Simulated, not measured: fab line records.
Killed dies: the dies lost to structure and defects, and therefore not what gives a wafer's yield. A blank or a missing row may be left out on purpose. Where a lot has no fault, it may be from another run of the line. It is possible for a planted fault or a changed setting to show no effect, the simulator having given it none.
Split-lot trial | flow sfq_line | 5 lots, 23 wafers read, on a route of 325 steps

## SPLIT DETAILS
At SFQ_TRILAYER_I4_VIA_LITHO_PEB_106 (peb time 60 s), the setting peb_time_s was moved away from the recipe's 60 s on 7 of the 23 wafers read, by -9.2% to +5.4%. The other wafers ran this setting at the recipe's value.

## SPLIT TO READING: what lies between them in the file, 1 step
- SFQ_TRILAYER_I4_VIA_LITHO_DEVELOP_105: time 60 s

## THE READING
I4.cd_nm (the simulator's own value, which no gauge read), in nm, at SFQ_TRILAYER_I4_VIA_BARC_OPEN_VIA_ETCH_146 (etches BARC in O2, target depth 125 nm, time 41.7 s). No usual value for it is given in the file. Here, 16 wafers ran the recipe; their average is 700.2 nm with a standard deviation of 0.82 nm.

wafer  | tool, chamber at the split | peb_time_s as run, s | against the recipe | I4.cd_nm, nm | against lot-mates on the recipe
L078.4 | litho_track-02, 0          | 60                   | recipe             | 700.7        | -
L078.5 | litho_track-02, 0          | 60                   | recipe             | 700.9        | -
L078.6 | litho_track-02, 0          | 60                   | recipe             | 699.5        | -
L079.1 | litho_track-02, 0          | 56.97                | -5.0%              | 693          | -7.8
L079.3 | litho_track-02, 0          | 56.97                | -5.0%              | 694.4        | -6.4
L079.4 | litho_track-02, 0          | 56.97                | -5.0%              | 695.1        | -5.7
L079.5 | litho_track-02, 0          | 60                   | recipe             | 701.8        | -
L079.6 | litho_track-02, 0          | 60                   | recipe             | 699.9        | -
L080.1 | litho_track-01, 0          | 60                   | recipe             | 699.4        | -
L080.2 | litho_track-01, 0          | 60                   | recipe             | 699.3        | -
L080.3 | litho_track-01, 0          | 60                   | recipe             | 699          | -
L080.4 | litho_track-01, 0          | 60                   | recipe             | 700.9        | -
L080.6 | litho_track-01, 0          | 60                   | recipe             | 700.3        | -
L084.1 | litho_track-02, 0          | 54.45                | -9.2%              | 685.7        | -14.0
L084.2 | litho_track-02, 0          | 60                   | recipe             | 699.6        | -
L084.4 | litho_track-02, 0          | 60                   | recipe             | 700.1        | -
L084.5 | litho_track-02, 0          | 54.45                | -9.2%              | 686.5        | -13.2
L084.6 | litho_track-02, 0          | 60                   | recipe             | 699.5        | -
L085.1 | litho_track-04, 0          | 60                   | recipe             | 699.4        | -
L085.2 | litho_track-04, 0          | 63.22                | +5.4%              | 707.3        | +6.7
L085.3 | litho_track-04, 0          | 60                   | recipe             | 700.9        | -
L085.5 | litho_track-04, 0          | 60                   | recipe             | 701.4        | -
L085.6 | litho_track-04, 0          | 63.22                | +5.4%              | 706.9        | +6.3

THE FIT
A straight line over all 23 wafers: I4.cd_nm changes by +1.39 nm for each +1% of peb_time_s; r = +0.98; the points scatter about the line by 0.97 nm.
The same after taking each lot's own level away (the mean of its wafers on the recipe; 23 wafers): +1.38 nm for each +1%; r = +0.99; scatter 0.8 nm.
That fit puts the effect of the largest move of peb_time_s on the reading at 13 nm.
Across the lots, their own levels run from 699.73 to 700.85 nm, a range of 1.4 times the standard deviation given above.
Consequently the slope shifts little with the lot-to-lot level, the two slopes agreeing.
Check: -12.4 nm against its lot-mates is what the line predicts for one of the wafers moved furthest among these (-9.2%) when that wafer is left out of the fit. Against them it came out at -14 nm.

## FURTHER SPLITS ON THESE WAFERS
Note: prior to the reading, these wafers also went through further splits. Each is held against what the fit with the lots' levels taken away leaves over:
other split on the same wafers                          | wafers away from the commonest value | r with I4.cd_nm (lot level and that fit taken away)
SFQ_TRILAYER_I2_VIA_LITHO_COAT_067 resist_thk_nm        | 8                                    | -0.29
SFQ_TRILAYER_M3_LITHO_COAT_080 spin_rpm                 | 9                                    | +0.27
SFQ_TRILAYER_M3_BARC_OPEN_METAL_ETCH_100 pressure_mtorr | 18                                   | -0.25
SFQ_TRILAYER_I3_DEP_PECVD_081 time_s                    | 6                                    | +0.12
SFQ_TRILAYER_I3_VIA_LITHO_EXPOSE_086 dose_mj            | 10                                   | +0.03
SFQ_TRILAYER_I3_VIA_BARC_OPEN_VIA_ETCH_121 source_w     | 6                                    | +0.11
SFQ_TRILAYER_M4_LITHO_COAT_098 resist_thk_nm            | 11                                   | +0.13
SFQ_TRILAYER_M4_ETCH_METAL_ETCH_096 time_s              | 9                                    | -0.26
SFQ_TRILAYER_I4_CMP_CMP_100 leave_above_ref_nm          | 8                                    | -0.14

## FILE'S OWN FIT
I4.cd_nm changes by +1.4 nm for each +1% of peb_time_s, r = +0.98.
